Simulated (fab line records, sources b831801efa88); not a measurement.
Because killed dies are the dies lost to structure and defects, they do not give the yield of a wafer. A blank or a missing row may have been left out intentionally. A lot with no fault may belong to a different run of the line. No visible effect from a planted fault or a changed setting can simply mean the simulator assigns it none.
Lot-split experiment :: flow gf180mcu :: 5 lots, 23 wafers read, on a route of 602 steps

## ON THE SPLIT
At GF_HV_LDD_DEVELOP_30 (develop time 60 s), the setting develop-time-s was moved away from the recipe's 60 s on 10 of the 23 wafers read, by -11.2% to +9.6%. The other wafers ran this setting at the recipe's value.

There is no step in the file separating the split from the reading.

## THE READING
cd-nm, in nm, at GF_HV_LDD_CD_MEAS_31 (target cd 400 nm). A value of 399.8 nm with a standard deviation of 1.9 nm is what fault-free wafers of this fab line usually give.

wafer: L074.1
tool, chamber at the split: litho-track-03, 0
develop-time-s as run, s: 60
against the recipe: recipe
cd-nm, nm: 399.3
against lot-mates on the recipe: -

wafer: L074.2
tool, chamber at the split: litho-track-03, 0
develop-time-s as run, s: 55.01
against the recipe: -8.3%
cd-nm, nm: 393.4
against lot-mates on the recipe: -5.7

wafer: L074.3
tool, chamber at the split: litho-track-03, 0
develop-time-s as run, s: 55.01
against the recipe: -8.3%
cd-nm, nm: 392.5
against lot-mates on the recipe: -6.6

wafer: L074.5
tool, chamber at the split: litho-track-03, 0
develop-time-s as run, s: 60
against the recipe: recipe
cd-nm, nm: 397.9
against lot-mates on the recipe: -

wafer: L074.6
tool, chamber at the split: litho-track-03, 0
develop-time-s as run, s: 60
against the recipe: recipe
cd-nm, nm: 400.2
against lot-mates on the recipe: -

wafer: L076.1
tool, chamber at the split: litho-track-04, 0
develop-time-s as run, s: 60
against the recipe: recipe
cd-nm, nm: 400.5
against lot-mates on the recipe: -

wafer: L076.3
tool, chamber at the split: litho-track-04, 0
develop-time-s as run, s: 60
against the recipe: recipe
cd-nm, nm: 397.6
against lot-mates on the recipe: -

wafer: L076.6
tool, chamber at the split: litho-track-04, 0
develop-time-s as run, s: 60
against the recipe: recipe
cd-nm, nm: 400.9
against lot-mates on the recipe: -

wafer: L080.1
tool, chamber at the split: litho-track-01, 0
develop-time-s as run, s: 60
against the recipe: recipe
cd-nm, nm: 406.3
against lot-mates on the recipe: -

wafer: L080.2
tool, chamber at the split: litho-track-01, 0
develop-time-s as run, s: 65.77
against the recipe: +9.6%
cd-nm, nm: 410.7
against lot-mates on the recipe: +5.2

wafer: L080.3
tool, chamber at the split: litho-track-01, 0
develop-time-s as run, s: 60
against the recipe: recipe
cd-nm, nm: 404.7
against lot-mates on the recipe: -

wafer: L080.4
tool, chamber at the split: litho-track-01, 0
develop-time-s as run, s: 65.77
against the recipe: +9.6%
cd-nm, nm: 411.3
against lot-mates on the recipe: +5.8

wafer: L080.5
tool, chamber at the split: litho-track-01, 0
develop-time-s as run, s: 65.77
against the recipe: +9.6%
cd-nm, nm: 411.5
against lot-mates on the recipe: +6.0

wafer: L082.1
tool, chamber at the split: litho-track-04, 0
develop-time-s as run, s: 60
against the recipe: recipe
cd-nm, nm: 398.3
against lot-mates on the recipe: -

wafer: L082.2
tool, chamber at the split: litho-track-04, 0
develop-time-s as run, s: 53.98
against the recipe: -10.0%
cd-nm, nm: 387.3
against lot-mates on the recipe: -10.7

wafer: L082.3
tool, chamber at the split: litho-track-04, 0
develop-time-s as run, s: 60
against the recipe: recipe
cd-nm, nm: 397.6
against lot-mates on the recipe: -

wafer: L082.4
tool, chamber at the split: litho-track-04, 0
develop-time-s as run, s: 53.98
against the recipe: -10.0%
cd-nm, nm: 389.7
against lot-mates on the recipe: -8.3

wafer: L082.6
tool, chamber at the split: litho-track-04, 0
develop-time-s as run, s: 53.98
against the recipe: -10.0%
cd-nm, nm: 388.7
against lot-mates on the recipe: -9.3

wafer: L083.1
tool, chamber at the split: litho-track-04, 0
develop-time-s as run, s: 53.3
against the recipe: -11.2%
cd-nm, nm: 385.7
against lot-mates on the recipe: -13.3

wafer: L083.3
tool, chamber at the split: litho-track-04, 0
develop-time-s as run, s: 60
against the recipe: recipe
cd-nm, nm: 399.9
against lot-mates on the recipe: -

wafer: L083.4
tool, chamber at the split: litho-track-04, 0
develop-time-s as run, s: 53.3
against the recipe: -11.2%
cd-nm, nm: 386.0
against lot-mates on the recipe: -13.0

wafer: L083.5
tool, chamber at the split: litho-track-04, 0
develop-time-s as run, s: 60
against the recipe: recipe
cd-nm, nm: 398.9
against lot-mates on the recipe: -

wafer: L083.6
tool, chamber at the split: litho-track-04, 0
develop-time-s as run, s: 60
against the recipe: recipe
cd-nm, nm: 398.1
against lot-mates on the recipe: -

FIT RESULTS
A straight line over all 23 wafers: cd-nm changes by +1.14 nm for each +1% of develop-time-s; r = +0.96; the points scatter about the line by 2.3 nm.
The same after taking each lot's own level away (the mean of its wafers on the recipe; 23 wafers): +0.842 nm for each +1%; r = +0.96; scatter 1.6 nm.
The reading moves by 9.4 nm for the largest change in develop-time-s, on that fit.
The span of the lots' own levels, 397.95 to 405.50 nm, comes to 4.0 times the standard deviation stated above.
So the lot-to-lot level changes the slope: the two fits differ.
Check: -9.56 nm against its lot-mates is what the line predicts for one of the wafers moved furthest among these (-11.2%) when that wafer is left out of the fit. It came out at -13.3 nm against them.

## FURTHER SPLITS ON THESE WAFERS
These wafers also went through other splits before the reading. Each is held against what the fit with the lots' levels taken away leaves over:
other split on the same wafers: GF_STI_OXIDATION_21 ox-time-s
wafers away from the commonest value: 18
r with cd-nm (lot level and that fit taken away): +0.21

other split on the same wafers: GF_STI_OXIDATION_29 ox-time-s
wafers away from the commonest value: 15
r with cd-nm (lot level and that fit taken away): -0.24

other split on the same wafers: GF_NWELL_COAT_02 resist-thk-nm
wafers away from the commonest value: 8
r with cd-nm (lot level and that fit taken away): +0.29

other split on the same wafers: GF_NWELL_IMPLANT_09 energy-kev
wafers away from the commonest value: 9
r with cd-nm (lot level and that fit taken away): +0.34

other split on the same wafers: GF_VT_IMPLANT_IMPLANT_08 dose-cm2
wafers away from the commonest value: 4
r with cd-nm (lot level and that fit taken away): +0.34

other split on the same wafers: GF_DUAL_GATE_OXIDATION_02 temp-c
wafers away from the commonest value: 15
r with cd-nm (lot level and that fit taken away): +0.04

other split on the same wafers: GF_DUAL_GATE_COAT_06 resist-thk-nm
wafers away from the commonest value: 8
r with cd-nm (lot level and that fit taken away): -0.34

other split on the same wafers: GF_HV_LDD_DEVELOP_06 develop-time-s
wafers away from the commonest value: 5
r with cd-nm (lot level and that fit taken away): -0.26

other split on the same wafers: GF_HV_LDD_IMPLANT_21 energy-kev
wafers away from the commonest value: 7
r with cd-nm (lot level and that fit taken away): +0.21

## THE WHOLE CHAIN: every reading that the file lists as answering this split, in the file's order
step: GF_HV_LDD_DEVELOP_30
what it does: develop time 60 s
reading: HV_LDD.cd-nm (the simulator's own value, which no gauge read)
change (the file's fit): +1.26 nm for each +1% of the setting
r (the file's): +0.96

step: GF_HV_LDD_CD_MEAS_31
what it does: target cd 400 nm
reading: cd-nm
change (the file's fit): +0.896 nm for each +1% of the setting
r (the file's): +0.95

## THE FILE'S OWN FIT
cd-nm changes by +0.896 nm for each +1% of develop-time-s, r = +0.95.
